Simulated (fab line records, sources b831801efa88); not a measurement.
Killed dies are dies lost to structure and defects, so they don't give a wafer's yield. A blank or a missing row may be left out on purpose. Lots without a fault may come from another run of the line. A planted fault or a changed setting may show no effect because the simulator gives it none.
Which tool did it? | flow sky130 | 24 lots, 72 wafers sampled, at 6 steps of a route of 708

WHAT THE GAUGES READ, wafer by wafer
SKY_FIELD_ISO_THK_MEAS_25.
lot  | measured    | on            | FIELD_ISO_CVD_24_THK (nm)
L074 | day 2 10:29 | film_metro-04 | 587 598 587
L075 | day 2 11:41 | film_metro-02 | 588 585 598
L076 | day 2 20:13 | film_metro-03 | 601 598 594
L077 | day 3 00:36 | film_metro-02 | 598 589 600
L078 | day 3 08:28 | film_metro-04 | 598 579 595
L079 | day 3 11:14 | film_metro-02 | 587 592 584
L080 | day 3 18:57 | film_metro-03 | 595 585 592
L082 | day 4 01:53 | film_metro-03 | 599 592 601
L081 | day 4 01:58 | film_metro-04 | 588 601 586
L083 | day 4 07:40 | film_metro-03 | 590 602 588
L084 | day 4 10:31 | film_metro-03 | 610 604 607
L085 | day 4 15:49 | film_metro-04 | 603 598 593
L086 | day 4 22:04 | film_metro-02 | 581 594 587
L087 | day 5 09:53 | film_metro-02 | 604 594 596
L088 | day 5 12:36 | film_metro-02 | 576 579 588
L089 | day 5 18:06 | film_metro-04 | 601 595 591
L090 | day 5 20:35 | film_metro-02 | 582 586 582
L091 | day 5 23:26 | film_metro-02 | 603 606 592
L092 | day 6 05:02 | film_metro-03 | 583 575 584
L093 | day 6 09:45 | film_metro-03 | 591 595 591
L094 | day 6 16:44 | film_metro-02 | 599 597 592
L095 | day 6 20:15 | film_metro-03 | 595 602 594
L096 | day 7 04:23 | film_metro-04 | 604 584 593
L097 | day 7 07:16 | film_metro-04 | 583 595 591

SKY_CAPM_THK_MEAS_01.
lot  | measured     | on            | CAPM_CVD_00_THK (nm)
L074 | day 36 03:02 | film_metro-02 | 15.31 15.55 15.53
L075 | day 36 07:03 | film_metro-04 | 15.18 15.56 15.10
L076 | day 36 20:20 | film_metro-01 | 15.38 15.32 15.55
L077 | day 37 03:49 | film_metro-02 | 15.51 15.61 15.54
L078 | day 37 20:48 | film_metro-01 | 15.33 15.49 15.31
L079 | day 38 11:05 | film_metro-01 | 15.37 15.57 15.55
L080 | day 38 12:56 | film_metro-04 | 15.00 15.06 15.42
L082 | day 38 21:52 | film_metro-01 | 15.42 15.56 15.32
L081 | day 38 22:59 | film_metro-04 | 15.42 15.31 15.31
L083 | day 39 08:27 | film_metro-04 | 15.47 15.48 15.47
L084 | day 39 07:12 | film_metro-04 | 15.32 15.28 15.66
L085 | day 39 15:05 | film_metro-04 | 15.35 15.40 15.63
L086 | day 40 00:38 | film_metro-04 | 15.07 15.59 15.92
L087 | day 41 01:25 | film_metro-01 | 15.21 15.28 15.38
L088 | day 41 00:53 | film_metro-01 | 15.26 15.46 15.65
L089 | day 41 09:19 | film_metro-04 | 15.19 15.38 15.59
L090 | day 41 13:38 | film_metro-02 | 15.49 15.66 15.80
L091 | day 41 14:19 | film_metro-01 | 15.65 15.37 15.71
L092 | day 41 22:38 | film_metro-01 | 15.23 14.89 15.23
L093 | day 42 00:17 | film_metro-01 | 15.44 15.39 15.91
L094 | day 42 09:19 | film_metro-02 | 15.33 15.61 15.27
L095 | day 42 12:37 | film_metro-02 | 15.27 15.52 15.43
L096 | day 43 06:01 | film_metro-04 | 15.35 15.64 15.39
L097 | day 43 08:50 | film_metro-04 | 15.34 15.28 15.74

SKY_VIA3_THK_MEAS_23: measures by xrf.
lot  | measured     | on            | VIA3_W_THK (nm)
L074 | day 39 11:47 | film_metro-01 | 408 412 400
L075 | day 39 15:46 | film_metro-03 | 393 397 404
L076 | day 40 03:32 | film_metro-03 | 397 391 393
L077 | day 40 12:20 | film_metro-02 | 417 409 411
L078 | day 41 03:44 | film_metro-02 | 404 405 408
L079 | day 41 18:26 | film_metro-01 | 410 405 411
L080 | day 41 18:47 | film_metro-03 | 410 407 401
L082 | day 42 03:12 | film_metro-03 | 410 404 406
L081 | day 42 04:06 | film_metro-02 | 411 411 409
L083 | day 42 12:08 | film_metro-01 | 399 399 404
L084 | day 42 10:55 | film_metro-02 | 416 413 409
L085 | day 42 19:14 | film_metro-01 | 395 407 400
L086 | day 43 03:37 | film_metro-03 | 400 403 402
L087 | day 44 01:37 | film_metro-01 | 401 404 405
L088 | day 44 02:18 | film_metro-01 | 404 405 398
L089 | day 44 10:01 | film_metro-02 | 413 412 415
L090 | day 44 13:52 | film_metro-03 | 399 395 390
L091 | day 44 14:25 | film_metro-01 | 406 398 407
L092 | day 44 22:11 | film_metro-01 | 400 410 401
L093 | day 45 00:10 | film_metro-03 | 403 397 406
L094 | day 45 08:53 | film_metro-01 | 410 405 403
L095 | day 45 10:00 | film_metro-01 | 399 400 397
L096 | day 46 02:25 | film_metro-01 | 403 403 400
L097 | day 46 07:01 | film_metro-01 | 406 404 407

SKY_VIA4_BOW_MEAS_03.
lot  | measured     | on            | VIA4_BOW (um)
L074 | day 41 16:14 | film_metro-04 | 95 75 94
L075 | day 41 19:49 | film_metro-02 | 87 72 83
L076 | day 42 07:55 | film_metro-04 | 76 80 82
L077 | day 42 15:22 | film_metro-02 | 70 77 82
L078 | day 43 06:04 | film_metro-03 | 76 79 81
L079 | day 43 19:17 | film_metro-04 | 68 77 78
L080 | day 43 19:55 | film_metro-03 | 102 80 89
L082 | day 44 03:46 | film_metro-03 | 78 79 90
L081 | day 44 04:51 | film_metro-03 | 85 79 61
L083 | day 44 11:40 | film_metro-04 | 77 70 79
L084 | day 44 11:18 | film_metro-02 | 97 86 102
L085 | day 44 18:53 | film_metro-03 | 76 78 83
L086 | day 45 03:01 | film_metro-03 | 94 87 73
L087 | day 45 23:55 | film_metro-03 | 80 71 67
L088 | day 46 00:41 | film_metro-03 | 95 94 92
L089 | day 46 07:12 | film_metro-04 | 80 74 69
L090 | day 46 10:43 | film_metro-03 | 75 62 79
L091 | day 46 11:35 | film_metro-03 | 87 93 93
L092 | day 46 17:49 | film_metro-02 | 76 86 85
L093 | day 46 21:29 | film_metro-04 | 79 78 74
L094 | day 47 04:28 | film_metro-02 | 85 90 84
L095 | day 47 06:12 | film_metro-03 | 91 94 78
L096 | day 47 21:04 | film_metro-04 | 90 89 78
L097 | day 48 01:32 | film_metro-02 | 90 88 75

WHICH TOOL RAN EACH LOT (tool, then ch and the chambers of the sampled wafers, then the start)
lot  | SKY_METAL3_SPUTTER_02        | SKY_METAL3_ETCH_17
L074 | pvd_sputter-01, day 36 02:55 | rie_diel-01 ch 0,1,2, day 38 07:32
L075 | pvd_sputter-02, day 36 06:53 | rie_diel-04 ch 0,1,2, day 38 12:08
L076 | pvd_sputter-04, day 36 20:11 | rie_diel-04 ch 0,2,3, day 39 00:00
L077 | pvd_sputter-04, day 37 03:40 | rie_diel-01 ch 1,2,3, day 39 08:13
L078 | pvd_sputter-04, day 37 20:39 | rie_diel-04 ch 0,2, day 40 00:18
L079 | pvd_sputter-02, day 38 10:58 | rie_diel-01 ch 0,1,2, day 40 14:40
L080 | pvd_sputter-04, day 38 12:48 | rie_diel-03 ch 0,1,2, day 40 15:22
L082 | pvd_sputter-04, day 38 21:43 | rie_diel-04 ch 0,1, day 41 00:26
L081 | pvd_sputter-04, day 38 22:50 | rie_diel-01 ch 0,3, day 41 01:46
L083 | pvd_sputter-04, day 39 08:19 | rie_diel-03 ch 0,3, day 41 10:34
L084 | pvd_sputter-04, day 39 07:04 | rie_diel-01 ch 0,1,3, day 41 09:49
L085 | pvd_sputter-01, day 39 14:58 | rie_diel-03 ch 0,3, day 41 17:20
L086 | pvd_sputter-04, day 40 00:31 | rie_diel-03 ch 0,1,2, day 42 01:52
L087 | pvd_sputter-02, day 41 01:18 | rie_diel-03 ch 1,2, day 43 01:10
L088 | pvd_sputter-04, day 41 00:44 | rie_diel-04 ch 0,1, day 43 01:05
L089 | pvd_sputter-04, day 41 09:11 | rie_diel-04 ch 0,1,2, day 43 08:28
L090 | pvd_sputter-01, day 41 13:29 | rie_diel-04 ch 0,2,3, day 43 12:51
L091 | pvd_sputter-02, day 41 14:12 | rie_diel-01 ch 1,2,3, day 43 13:59
L092 | pvd_sputter-02, day 41 22:29 | rie_diel-03 ch 0,1,3, day 43 21:30
L093 | pvd_sputter-02, day 42 00:08 | rie_diel-04 ch 0,2,3, day 43 22:53
L094 | pvd_sputter-01, day 42 09:10 | rie_diel-01 ch 1,2, day 44 08:27
L095 | pvd_sputter-01, day 42 12:29 | rie_diel-03 ch 0,2, day 44 10:18
L096 | pvd_sputter-04, day 43 05:53 | rie_diel-01 ch 0,1,3, day 45 02:47
L097 | pvd_sputter-01, day 43 08:41 | rie_diel-01 ch 0,1,2, day 45 07:05
- SKY_METAL3_SPUTTER_02: material AlCu, target thk 735 nm, time 39.1 s.
- SKY_METAL3_ETCH_17: etches SiO2 in C4F8/O2/Ar, stops on TiN, time 3.9 s, target depth 15 nm.

WHAT THE TOOLS THEMSELVES READ (means of the sampled wafers that have a number; where no wafer has one, the mark that the record gives instead)
SKY_METAL3_SPUTTER_02.
lot  | tool           | throttle_valve_pct (%)
L074 | pvd_sputter-01 | 29.2
L075 | pvd_sputter-02 | 30.3
L076 | pvd_sputter-04 | 30.1
L077 | pvd_sputter-04 | 30.0
L078 | pvd_sputter-04 | 30.0
L079 | pvd_sputter-02 | 30.7
L080 | pvd_sputter-04 | 29.9
L082 | pvd_sputter-04 | 29.9
L081 | pvd_sputter-04 | 30.0
L083 | pvd_sputter-04 | 30.4
L084 | pvd_sputter-04 | 29.9
L085 | pvd_sputter-01 | 29.5
L086 | pvd_sputter-04 | 30.2
L087 | pvd_sputter-02 | 29.6
L088 | pvd_sputter-04 | 30.1
L089 | pvd_sputter-04 | 29.8
L090 | pvd_sputter-01 | 29.3
L091 | pvd_sputter-02 | 29.8
L092 | pvd_sputter-02 | 29.9
L093 | pvd_sputter-02 | 29.9
L094 | pvd_sputter-01 | 30.0
L095 | pvd_sputter-01 | 29.7
L096 | pvd_sputter-04 | 29.9
L097 | pvd_sputter-01 | 29.5

SKY_METAL3_ETCH_17.
lot  | tool        | oes_product_au (a.u.)
L074 | rie_diel-01 | 0.749
L075 | rie_diel-04 | 0.747
L076 | rie_diel-04 | 0.753
L077 | rie_diel-01 | 0.761
L078 | rie_diel-04 | 0.750
L079 | rie_diel-01 | 0.753
L080 | rie_diel-03 | 0.746
L082 | rie_diel-04 | 0.754
L081 | rie_diel-01 | 0.749
L083 | rie_diel-03 | 0.753
L084 | rie_diel-01 | 0.757
L085 | rie_diel-03 | 0.755
L086 | rie_diel-03 | 0.757
L087 | rie_diel-03 | 0.751
L088 | rie_diel-04 | 0.750
L089 | rie_diel-04 | 0.756
L090 | rie_diel-04 | 0.759
L091 | rie_diel-01 | 0.755
L092 | rie_diel-03 | 0.744
L093 | rie_diel-04 | 0.757
L094 | rie_diel-01 | 0.750
L095 | rie_diel-03 | 0.755
L096 | rie_diel-01 | 0.750
L097 | rie_diel-01 | 0.755

THE ANSWER, worked out from the rows above alone
Rule: what is usual is taken from the lots themselves. Put in order of their means at a reading, lots are off if they are a third of the lots or fewer, leave a main group of 4 or more, and stand apart from it by a gap of 3 or more times the standard deviation of the main group's means; of several such gaps the widest counts. A main group whose means are all the same, to the digits that the tables above print for the reading, isn't used. A lot without any number at a reading at which 4 lots or more have one is off too. The other lots that the step has rows for count as sound. The gauges are gone through in route order, then the tools' own readings, and for those a lot's mean is taken as printed above. The first step at which some lot is off is used, and at that step the reading that is off furthest; a lot without a number counts as furthest.
No lot is off at any reading shown: from this, nothing can be told.

WHAT THE SIMULATOR HAD PUT IN
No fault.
